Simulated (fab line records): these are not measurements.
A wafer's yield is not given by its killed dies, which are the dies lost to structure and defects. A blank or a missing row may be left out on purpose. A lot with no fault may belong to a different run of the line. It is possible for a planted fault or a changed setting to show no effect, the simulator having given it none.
Problem report, 8D (eight disciplines) form, completed by code ; flow sky130 ; the parts of the form that need people (team, actions taken, sign-off) are left out

## 1. THE PROBLEM
METAL2_ALCU_THK at SKY_METAL2_THK_MEAS_06 reads a mean of 231.4 nm on 3 wafers of 2 lots; wafers without a fault read 248.1 nm with a standard deviation of 2.5. Measured from the usual mean, that is -6.7 standard deviations.
The step: measures by xrf.
Seen first at day 35 20:09 on film metro-02, wafer L680.2. Wafers with a number at this step in the record: 33, from 11 lots. By rule, "out" or "out of limits" means more than 4 standard deviations away from the usual mean. All remaining wafers that have a number are taken as sound.

## 2. WHAT THIS IS AND IS NOT
question;is;is not
which readings at this step;METAL2_ALCU_THK;-
which lots;L680, L683;L677, L689, L690, L691, L692, L693, L694, L695, L698
which wafers of those lots;L680.2, L680.6, L683.1;L680.4, L683.2, L683.6
read on which gauges;film metro-02;film metro-03, film metro-04
when;from day 35 20:09;"up to then (4 sound wafers); but 26 sound wafers of L683, L689, L690, L691, L692, L693, L694, L695, L698 came after"

## 3. WHAT RULES OUT EACH SUSPECT
Counting: a tool at a process step up to the reading stays a suspect if it ran every lot that is out. Sound lots after the first of them don't rule it out here, since some wafers of a struck lot are sound.
- the gauge at SKY_METAL2_THK_MEAS_06: kept. All the wafers that are out were read on film metro-02, and no step on other tools shows them out.
- pvd sputter-04 at SKY_METAL2_SPUTTER_04 (material TiN, target thk 70 nm, time 58.3 s): kept. It ran every lot that is out, first L680 (day 35 19:58); its last sound lot up to then is L677 (day 34 19:32).
Left after counting: pvd sputter-04 at SKY_METAL2_SPUTTER_04, film metro-02 at SKY_METAL2_THK_MEAS_06.

## 4. THE CAUSE (what the simulator had put in)
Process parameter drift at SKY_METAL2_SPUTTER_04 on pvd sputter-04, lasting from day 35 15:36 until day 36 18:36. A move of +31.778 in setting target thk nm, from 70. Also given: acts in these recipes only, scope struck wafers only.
Counting leaves 2 suspects; this tool is one of them.

## 5. THE EFFECT CHAIN, in route order
Each row: a reading where the mean over the struck wafers with a number is more than 3 standard deviations away from the usual. Only readings whose record carries a usual standard deviation are examined. hours: median over the lots of the time between each lot's start at the first step of this table that gives one and its start at this step. sigmas: the change, counted in usual standard deviations.
hours;step;reading;usual;on struck wafers;change;sigmas
0;SKY_METAL2_THK_MEAS_06;METAL2_ALCU_THK;248.1 nm;231.4;-16.7;-6.7

## 6. HOW IT WOULD HAVE BEEN CAUGHT EARLIER
5 hours passed between the start of the fault at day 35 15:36 and the first reading out of limits at a measuring or inspecting step in this record, taken at day 35 20:09.
Tool readings at SKY_METAL2_SPUTTER_04 with a usual standard deviation given in the record: none out on any struck wafer, hence no alarm at a limit of 4 standard deviations on them.
Among the 2 lots that are out, L683 began SKY_METAL2_SPUTTER_04 on pvd sputter-04 after day 35 20:09. A tool hold placed at that time would have kept it from harm.
